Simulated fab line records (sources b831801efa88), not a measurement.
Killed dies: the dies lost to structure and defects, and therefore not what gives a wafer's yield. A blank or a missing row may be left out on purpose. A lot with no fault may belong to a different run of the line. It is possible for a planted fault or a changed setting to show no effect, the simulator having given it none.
Which tool was responsible? ; flow sky130 ; 12 lots, 36 wafers sampled, at 5 steps of a route of 708

## WHAT THE GAUGES SHOWED, per wafer
SKY_CAP2M_THK_MEAS_01. Usual: CAP2M_CVD_00_THK 15.40 nm, standard deviation 0.27.
lot;measured;on;CAP2M_CVD_00_THK (nm);flag
L748;day 40 03:46;filmMetro-01;14.95 15.29 15.64;
L751;day 41 10:51;filmMetro-04;15.23 15.53 15.86;
L753;day 41 23:15;filmMetro-03;15.36 15.25 15.45;
L754;day 42 10:21;filmMetro-01;14.98 15.08 15.86;
L755;day 42 14:46;filmMetro-01;15.49 15.31 15.33;
L756;day 43 10:07;filmMetro-04;14.72 15.85 14.99;
L758;day 43 16:15;filmMetro-03;15.15 15.85 15.25;
L764;day 44 20:58;filmMetro-03;14.89 15.92 15.15;
L765;day 45 04:04;filmMetro-03;15.46 15.44 15.66;
L766;day 45 06:17;filmMetro-04;15.38 15.51 15.64;
L769;day 46 04:27;filmMetro-04;15.33 14.92 15.41;
L770;day 46 11:27;filmMetro-03;15.55 15.58 15.64;

SKY_VIA4_THK_MEAS_01. Usual: VIA4_HDPCVD_THK 1762 nm, standard deviation 18.
lot;measured;on;VIA4_HDPCVD_THK (nm);flag
L748;day 42 07:25;filmMetro-02;1752 1773 1780;
L751;day 43 12:28;filmMetro-04;1736 1752 1740;
L753;day 44 00:24;filmMetro-02;1758 1775 1769;
L754;day 44 08:43;filmMetro-04;1771 1773 1756;
L755;day 44 14:50;filmMetro-01;1762 1802 1778;
L756;day 45 07:49;filmMetro-02;1764 1765 1728;
L758;day 45 14:25;filmMetro-04;1765 1787 1768;
L764;day 46 17:59;filmMetro-04;579 593 573 579 594 573;OFF
L765;day 46 23:59;filmMetro-02;570 581 591 569 580 592;OFF
L766;day 47 02:19;filmMetro-02;1794 1773 1768;
L769;day 47 23:43;filmMetro-02;1769 1749 1749;
L770;day 48 05:35;filmMetro-01;1751 1764 1742;

## WHAT TOOL EACH LOT RAN ON (gives the tool, then ch and the chambers of the sampled wafers, and finally the start)
lot;SKY_METAL4_SPUTTER_02;SKY_CAP2M_STRIP_14;SKY_VIA4_HDPCVD_00
L748;pvdSputter-03, day 40 03:38;plasmaAsher-02 ch 0,1, day 41 04:33;hdpcvd-01 ch 1,2, day 42 07:13
L751;pvdSputter-03, day 41 10:42;plasmaAsher-02 ch 0,1, day 42 11:01;hdpcvd-02 ch 0,1,2, day 43 12:16
L753;pvdSputter-03, day 41 23:07;plasmaAsher-02 ch 0,1, day 42 23:35;hdpcvd-01 ch 0,2, day 44 00:13
L754;pvdSputter-04, day 42 10:14;plasmaAsher-02 ch 0,1, day 43 09:07;hdpcvd-02 ch 0,1,2, day 44 08:32
L755;pvdSputter-04, day 42 14:38;plasmaAsher-02 ch 0,1, day 43 14:26;hdpcvd-02 ch 0,1,2, day 44 14:39
L756;pvdSputter-03, day 43 09:59;plasmaAsher-02 ch 0,1, day 44 08:22;hdpcvd-02 ch 0,1,2, day 45 07:38
L758;pvdSputter-04, day 43 16:07;plasmaAsher-01 ch 0,1, day 44 14:58;hdpcvd-01 ch 1,2, day 45 14:13
L764;pvdSputter-01, day 44 20:50;plasmaAsher-02 ch 0,1, day 45 19:11;hdpcvd-02 ch 1,2, day 46 17:47
L765;pvdSputter-01, day 45 03:57;plasmaAsher-02 ch 0,1, day 46 01:55;hdpcvd-02 ch 0,1,2, day 46 23:49
L766;pvdSputter-03, day 45 06:09;plasmaAsher-02 ch 0,1, day 46 03:40;hdpcvd-01 ch 0,1, day 47 02:08
L769;pvdSputter-04, day 46 04:19;plasmaAsher-02 ch 0,1, day 47 01:37;hdpcvd-01 ch 0,2, day 47 23:22
L770;pvdSputter-04, day 46 11:17;plasmaAsher-01 ch 0,1, day 47 08:29;hdpcvd-01 ch 1,2, day 48 05:23
- SKY_METAL4_SPUTTER_02: material AlCu, target thk 735 nm, time 39.1 s.
- SKY_CAP2M_STRIP_14: strips in O2/N2.
- SKY_VIA4_HDPCVD_00: deposits SiO2, target thk 1750 nm, time 291.7 s.

## WHAT THE TOOLS THEMSELVES READ (means of the sampled wafers that have a number; where no wafer has one, the mark that the record gives instead)
SKY_METAL4_SPUTTER_02. Usual: cathodeDcPowerW 10600 W, standard deviation 1.8; throttleValvePct 29.6 %, standard deviation 1.1.
lot;tool;cathodeDcPowerW (W);throttleValvePct (%);flag
L748;pvdSputter-03;10600;29.1;
L751;pvdSputter-03;10601;28.9;
L753;pvdSputter-03;10599;28.8;
L754;pvdSputter-04;10601;29.5;
L755;pvdSputter-04;10600;29.8;
L756;pvdSputter-03;10602;29.1;
L758;pvdSputter-04;10599;29.0;
L764;pvdSputter-01;10599;30.0;
L765;pvdSputter-01;10602;29.3;
L766;pvdSputter-03;10603;29.2;
L769;pvdSputter-04;10601;29.6;
L770;pvdSputter-04;10598;29.3;

SKY_CAP2M_STRIP_14. Usual: drypumpMotorCurrentA 5.6 A, standard deviation 0.45; n2FlowSccm 300.2 sccm, standard deviation 1.4; o2FlowSccm 2999 sccm, standard deviation 8.2; oesProductAu 0.710 a.u., standard deviation 0.0041; stripTimeToEndpointS 12.70 s, standard deviation 0.061.
lot;tool;drypumpMotorCurrentA (A);n2FlowSccm (sccm);o2FlowSccm (sccm);oesProductAu (a.u.);stripTimeToEndpointS (s);flag
L748;plasmaAsher-02;5.4;300.0;2995;0.707;12.55;
L751;plasmaAsher-02;5.8;299.1;3006;0.713;12.76;
L753;plasmaAsher-02;5.5;300.2;2998;0.712;12.71;
L754;plasmaAsher-02;5.8;300.2;3001;0.714;12.73;
L755;plasmaAsher-02;5.8;301.0;2998;0.714;12.68;
L756;plasmaAsher-02;5.8;300.5;3006;0.712;12.71;
L758;plasmaAsher-01;5.8;300.8;3005;0.711;12.77;
L764;plasmaAsher-02;5.5;299.0;2993;0.708;12.70;
L765;plasmaAsher-02;5.8;299.2;3002;0.712;12.67;
L766;plasmaAsher-02;5.5;300.0;3003;0.712;12.63;
L769;plasmaAsher-02;5.4;299.7;3003;0.705;12.77;
L770;plasmaAsher-01;5.6;299.5;3001;0.707;12.74;

## THE ANSWER, worked out from the rows above alone
Rule: a lot is off if the mean of its wafers that have a number lies more than 3 standard deviations from the usual mean. Also off: a lot with no number at a reading for which 4 or more lots have one. Where the step has rows for the other lots, those lots are counted as sound. Order of review: gauges by route order, followed by the tools' own readings, for which a lot's mean as printed above is used. At the first step where some lot is off, the reading lying furthest off is the one used; lots without a number count as furthest.
Off: L764, L765, seen at SKY_VIA4_THK_MEAS_01 (VIA4_HDPCVD_THK).
A tool fits if, at a process step before that reading, it ran every lot that is off, and no sound lot after the first of them. The gauges at SKY_VIA4_THK_MEAS_01 are tried like those tools. 2 tools fit, pvdSputter-01 at SKY_METAL4_SPUTTER_02 and hdpcvd-02 at SKY_VIA4_HDPCVD_00, so this cannot tell which one it is.

## WHAT THE SIMULATOR HAD INSERTED
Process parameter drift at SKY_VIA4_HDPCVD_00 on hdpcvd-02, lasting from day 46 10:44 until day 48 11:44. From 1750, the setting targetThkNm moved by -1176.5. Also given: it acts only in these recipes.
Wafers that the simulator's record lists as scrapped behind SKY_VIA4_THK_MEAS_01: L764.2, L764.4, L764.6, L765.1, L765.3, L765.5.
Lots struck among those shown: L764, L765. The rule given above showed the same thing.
